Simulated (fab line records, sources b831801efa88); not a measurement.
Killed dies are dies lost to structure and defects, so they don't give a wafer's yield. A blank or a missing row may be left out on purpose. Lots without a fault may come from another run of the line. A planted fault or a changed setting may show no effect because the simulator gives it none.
Which tool did it? | flow gf180mcu | 7 lots, 21 wafers sampled, at 1 step of a route of 602

WHAT THE GAUGES READ, wafer by wafer
GF_M1_CD_MEAS_14: target cd 230 nm.
lot  | measured     | on        | cd_nm (nm)
L159 | day 18 19:47 | cd_sem-01 | 230.3 231.0 229.9
L161 | day 19 10:38 | cd_sem-01 | 232.7 232.9 232.0
L163 | day 20 12:30 | cd_sem-02 | 229.6 228.8 227.9
L165 | day 21 04:07 | cd_sem-02 | 231.8 230.5 230.9
L168 | day 22 06:28 | cd_sem-01 | 229.1 229.2 229.6
L176 | day 24 21:53 | cd_sem-01 | 228.4 229.2 228.1
L178 | day 25 10:29 | cd_sem-02 | 229.8 230.2 230.4

WHICH TOOL RAN EACH LOT (tool, then ch and the chambers of the sampled wafers, then the start)
The record holds no process step before these readings.

THE ANSWER, worked out from the rows above alone
Rule: what is usual is taken from the lots themselves. Put in order of their means at a reading, lots are off if they are a third of the lots or fewer, leave a main group of 4 or more, and stand apart from it by a gap of 3 or more times the standard deviation of the main group's means; of several such gaps the widest counts. A main group whose means are all the same, to the digits that the tables above print for the reading, isn't used. A lot without any number at a reading at which 4 lots or more have one is off too. The other lots that the step has rows for count as sound.
No lot is off at any reading shown: from this, nothing can be told.

WHAT THE SIMULATOR HAD PUT IN
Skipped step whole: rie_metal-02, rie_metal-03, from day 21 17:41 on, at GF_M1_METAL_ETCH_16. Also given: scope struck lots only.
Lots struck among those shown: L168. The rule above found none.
